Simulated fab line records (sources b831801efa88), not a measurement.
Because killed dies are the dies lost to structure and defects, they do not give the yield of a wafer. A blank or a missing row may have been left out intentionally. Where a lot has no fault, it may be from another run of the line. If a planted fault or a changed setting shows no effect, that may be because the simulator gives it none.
Which tool was responsible? :: flow gf180mcu :: 24 lots, 72 wafers sampled, at 4 steps of a route of 602

WHAT EACH GAUGE READ, for each wafer
GF_LVPWELL_OVL_MEAS_07.
lot: L074
measured: day 3 20:53
on: overlay-01
LVPWELL_OVL (nm): -0.7 1.7 0.2

lot: L075
measured: day 4 02:01
on: overlay-02
LVPWELL_OVL (nm): 0.8 -0.1 -0.5

lot: L076
measured: day 4 08:41
on: overlay-02
LVPWELL_OVL (nm): 2.4 1.8 1.9

lot: L077
measured: day 4 13:56
on: overlay-01
LVPWELL_OVL (nm): -2.0 -1.2 -2.8

lot: L078
measured: day 4 18:13
on: overlay-02
LVPWELL_OVL (nm): -1.6 -0.3 -2.3

lot: L079
measured: day 5 00:23
on: overlay-02
LVPWELL_OVL (nm): -0.7 -1.2 0.3

lot: L080
measured: day 5 06:25
on: overlay-02
LVPWELL_OVL (nm): 0.7 1.0 1.6

lot: L081
measured: day 5 11:26
on: overlay-01
LVPWELL_OVL (nm): 3.9 4.1 3.3

lot: L082
measured: day 5 18:32
on: overlay-01
LVPWELL_OVL (nm): 1.6 -1.2 1.7

lot: L083
measured: day 6 00:49
on: overlay-02
LVPWELL_OVL (nm): 4.2 1.8 1.6

lot: L084
measured: day 6 06:25
on: overlay-02
LVPWELL_OVL (nm): -1.0 0.1 0.3

lot: L085
measured: day 6 12:31
on: overlay-02
LVPWELL_OVL (nm): 1.4 0.3 -0.4

lot: L086
measured: day 6 15:46
on: overlay-01
LVPWELL_OVL (nm): -0.7 2.4 -0.3

lot: L087
measured: day 6 21:52
on: overlay-01
LVPWELL_OVL (nm): 1.7 -0.1 0.7

lot: L088
measured: day 7 04:29
on: overlay-01
LVPWELL_OVL (nm): -1.1 -1.0 -2.1

lot: L089
measured: day 7 10:56
on: overlay-02
LVPWELL_OVL (nm): 2.4 1.2 0.4

lot: L090
measured: day 7 15:28
on: overlay-02
LVPWELL_OVL (nm): 1.2 1.0 1.2

lot: L091
measured: day 7 20:23
on: overlay-01
LVPWELL_OVL (nm): 1.0 -0.5 -0.9

lot: L092
measured: day 8 03:38
on: overlay-01
LVPWELL_OVL (nm): 2.9 4.5 0.5

lot: L093
measured: day 8 08:52
on: overlay-01
LVPWELL_OVL (nm): -2.2 -2.8 -2.4

lot: L094
measured: day 8 14:13
on: overlay-01
LVPWELL_OVL (nm): -1.2 -3.2 -1.3

lot: L095
measured: day 8 19:52
on: overlay-01
LVPWELL_OVL (nm): 2.5 3.9 3.0

lot: L096
measured: day 9 02:55
on: overlay-02
LVPWELL_OVL (nm): 1.0 1.8 0.2

lot: L097
measured: day 9 05:47
on: overlay-01
LVPWELL_OVL (nm): -0.9 -0.1 1.3

GF_VT_IMPLANT_TW_MEAS_10.
lot: L074
measured: day 5 16:07
on: film metro-04
VT_IMPLANT_TW: 560 559 563

lot: L075
measured: day 5 22:08
on: film metro-04
VT_IMPLANT_TW: 564 562 560

lot: L076
measured: day 6 05:47
on: film metro-04
VT_IMPLANT_TW: 562 563 562

lot: L077
measured: day 6 10:16
on: film metro-04
VT_IMPLANT_TW: 560 560 557

lot: L078
measured: day 6 16:05
on: film metro-01
VT_IMPLANT_TW: 567 568 564

lot: L079
measured: day 6 23:30
on: film metro-01
VT_IMPLANT_TW: 567 566 566

lot: L080
measured: day 7 04:38
on: film metro-01
VT_IMPLANT_TW: 569 572 569

lot: L081
measured: day 7 10:25
on: film metro-01
VT_IMPLANT_TW: 570 569 570

lot: L082
measured: day 7 17:40
on: film metro-04
VT_IMPLANT_TW: 560 560 560

lot: L083
measured: day 8 01:29
on: film metro-01
VT_IMPLANT_TW: 571 567 567

lot: L084
measured: day 8 07:13
on: film metro-04
VT_IMPLANT_TW: 558 554 557

lot: L085
measured: day 8 12:55
on: film metro-02
VT_IMPLANT_TW: 570 568 570

lot: L086
measured: day 8 17:50
on: film metro-02
VT_IMPLANT_TW: 569 571 568

lot: L087
measured: day 9 00:10
on: film metro-02
VT_IMPLANT_TW: 570 570 568

lot: L088
measured: day 9 06:39
on: film metro-01
VT_IMPLANT_TW: 570 568 567

lot: L089
measured: day 9 13:59
on: film metro-02
VT_IMPLANT_TW: 565 566 567

lot: L090
measured: day 9 20:04
on: film metro-02
VT_IMPLANT_TW: 569 572 571

lot: L091
measured: day 10 00:33
on: film metro-04
VT_IMPLANT_TW: 556 558 560

lot: L092
measured: day 10 09:27
on: film metro-04
VT_IMPLANT_TW: 555 557 554

lot: L093
measured: day 10 14:31
on: film metro-04
VT_IMPLANT_TW: 556 557 554

lot: L094
measured: day 10 20:31
on: film metro-04
VT_IMPLANT_TW: 556 555 556

lot: L095
measured: day 11 02:13
on: film metro-02
VT_IMPLANT_TW: 568 564 567

lot: L096
measured: day 11 09:31
on: film metro-01
VT_IMPLANT_TW: 566 564 568

lot: L097
measured: day 11 12:56
on: film metro-02
VT_IMPLANT_TW: 569 566 564

GF_M1_CD_MEAS_14: target cd 230 nm.
lot: L074
measured: day 17 07:23
on: cd sem-02
cd nm (nm): 230.3 229.8 229.7

lot: L075
measured: day 17 10:25
on: cd sem-02
cd nm (nm): 229.0 228.3 228.3

lot: L076
measured: day 18 02:12
on: cd sem-01
cd nm (nm): 230.5 231.3 231.1

lot: L077
measured: day 18 06:32
on: cd sem-01
cd nm (nm): 230.9 229.8 229.8

lot: L078
measured: day 18 17:05
on: cd sem-02
cd nm (nm): 229.5 230.1 230.2

lot: L079
measured: day 19 04:41
on: cd sem-02
cd nm (nm): 231.7 231.8 232.8

lot: L080
measured: day 19 12:30
on: cd sem-02
cd nm (nm): 229.3 230.0 230.5

lot: L081
measured: day 19 23:23
on: cd sem-01
cd nm (nm): 228.6 229.6 229.8

lot: L082
measured: day 20 09:04
on: cd sem-02
cd nm (nm): 231.8 231.2 230.3

lot: L083
measured: day 20 13:52
on: cd sem-02
cd nm (nm): 230.1 229.9 229.8

lot: L084
measured: day 21 04:22
on: cd sem-01
cd nm (nm): 228.7 229.8 230.1

lot: L085
measured: day 21 09:06
on: cd sem-02
cd nm (nm): 230.9 232.1 231.6

lot: L086
measured: day 21 19:07
on: cd sem-02
cd nm (nm): 228.3 229.5 228.7

lot: L087
measured: day 22 01:15
on: cd sem-01
cd nm (nm): 229.8 230.1 228.7

lot: L088
measured: day 22 09:05
on: cd sem-02
cd nm (nm): 230.2 229.8 230.2

lot: L089
measured: day 22 19:31
on: cd sem-01
cd nm (nm): 227.7 229.1 229.1

lot: L090
measured: day 23 01:05
on: cd sem-01
cd nm (nm): 232.0 231.5 233.1

lot: L091
measured: day 23 07:39
on: cd sem-01
cd nm (nm): 231.1 230.1 231.2

lot: L092
measured: day 23 18:53
on: cd sem-01
cd nm (nm): 232.0 232.8 231.8

lot: L093
measured: day 24 00:31
on: cd sem-01
cd nm (nm): 229.9 229.7 229.7

lot: L094
measured: day 24 09:19
on: cd sem-01
cd nm (nm): 230.2 229.5 231.2

lot: L095
measured: day 24 15:47
on: cd sem-01
cd nm (nm): 229.2 229.2 230.5

lot: L096
measured: day 25 01:34
on: cd sem-01
cd nm (nm): 230.7 229.8 230.1

lot: L097
measured: day 25 06:11
on: cd sem-02
cd nm (nm): 231.3 232.2 231.5

GF_V1_CD_MEAS_14: target cd 260 nm.
lot: L074
measured: day 18 07:29
on: cd sem-02
cd nm (nm): 261.8 260.7 260.4

lot: L075
measured: day 18 11:17
on: cd sem-02
cd nm (nm): 260.7 261.2 260.6

lot: L076
measured: day 19 04:02
on: cd sem-02
cd nm (nm): 259.4 259.7 260.2

lot: L077
measured: day 19 08:13
on: cd sem-01
cd nm (nm): 260.3 259.3 259.0

lot: L078
measured: day 19 19:06
on: cd sem-01
cd nm (nm): 261.1 261.1 261.7

lot: L079
measured: day 20 06:38
on: cd sem-02
cd nm (nm): 260.1 258.8 259.6

lot: L080
measured: day 20 14:12
on: cd sem-02
cd nm (nm): 259.3 260.8 260.6

lot: L081
measured: day 21 01:13
on: cd sem-01
cd nm (nm): 260.5 261.2 260.4

lot: L082
measured: day 21 10:46
on: cd sem-01
cd nm (nm): 257.8 258.2 259.2

lot: L083
measured: day 21 15:54
on: cd sem-02
cd nm (nm): 259.8 259.5 259.5

lot: L084
measured: day 22 05:45
on: cd sem-01
cd nm (nm): 258.8 259.3 259.4

lot: L085
measured: day 22 09:55
on: cd sem-02
cd nm (nm): 259.2 260.3 259.6

lot: L086
measured: day 22 19:43
on: cd sem-02
cd nm (nm): 259.6 259.1 259.6

lot: L087
measured: day 23 02:19
on: cd sem-01
cd nm (nm): 261.6 262.1 262.0

lot: L088
measured: day 23 09:32
on: cd sem-02
cd nm (nm): 259.4 259.9 258.8

lot: L089
measured: day 23 19:47
on: cd sem-02
cd nm (nm): 262.2 262.4 262.9

lot: L090
measured: day 24 01:16
on: cd sem-02
cd nm (nm): 257.8 259.6 257.8

lot: L091
measured: day 24 07:59
on: cd sem-02
cd nm (nm): 259.6 259.7 261.1

lot: L092
measured: day 24 18:28
on: cd sem-02
cd nm (nm): 258.8 259.3 259.9

lot: L093
measured: day 25 00:16
on: cd sem-01
cd nm (nm): 259.6 260.5 259.5

lot: L094
measured: day 25 08:28
on: cd sem-01
cd nm (nm): 260.7 260.4 259.9

lot: L095
measured: day 25 15:01
on: cd sem-02
cd nm (nm): 260.4 262.0 259.4

lot: L096
measured: day 26 00:31
on: cd sem-02
cd nm (nm): 258.6 256.9 258.9

lot: L097
measured: day 26 04:14
on: cd sem-02
cd nm (nm): 261.4 262.5 261.2

WHICH TOOL RAN EACH LOT (tool, then ch and the chambers of the sampled wafers, then the start)
There is no process step in the record ahead of these readings.

WHAT THE TOOLS THEMSELVES READ (means of the sampled wafers that have a number; where no wafer has one, the mark that the record gives instead)
The record holds no such reading with a usual standard deviation.

THE ANSWER, worked out from the rows above alone
Rule: usual is defined by the lots themselves. The widest of any qualifying gaps counts: lots, ordered by their means at a reading, are off when they make up no more than a third of the lots, leave a main group of 4 or more, and stand apart from it by 3 or more times the standard deviation of that group's means. A main group is skipped when, at the precision printed for the reading in the tables above, its means are all equal. A lot without any number at a reading at which 4 lots or more have one is off too. Where the step has rows for the other lots, those lots are counted as sound. The gauges are gone through in route order, then the tools' own readings, and for those a lot's mean is taken as printed above. At the first step where some lot is off, the reading lying furthest off is the one used; lots without a number count as furthest.
No lot is off on any of the readings shown, so nothing can be concluded from this.

WHAT WAS PUT IN BY THE SIMULATOR
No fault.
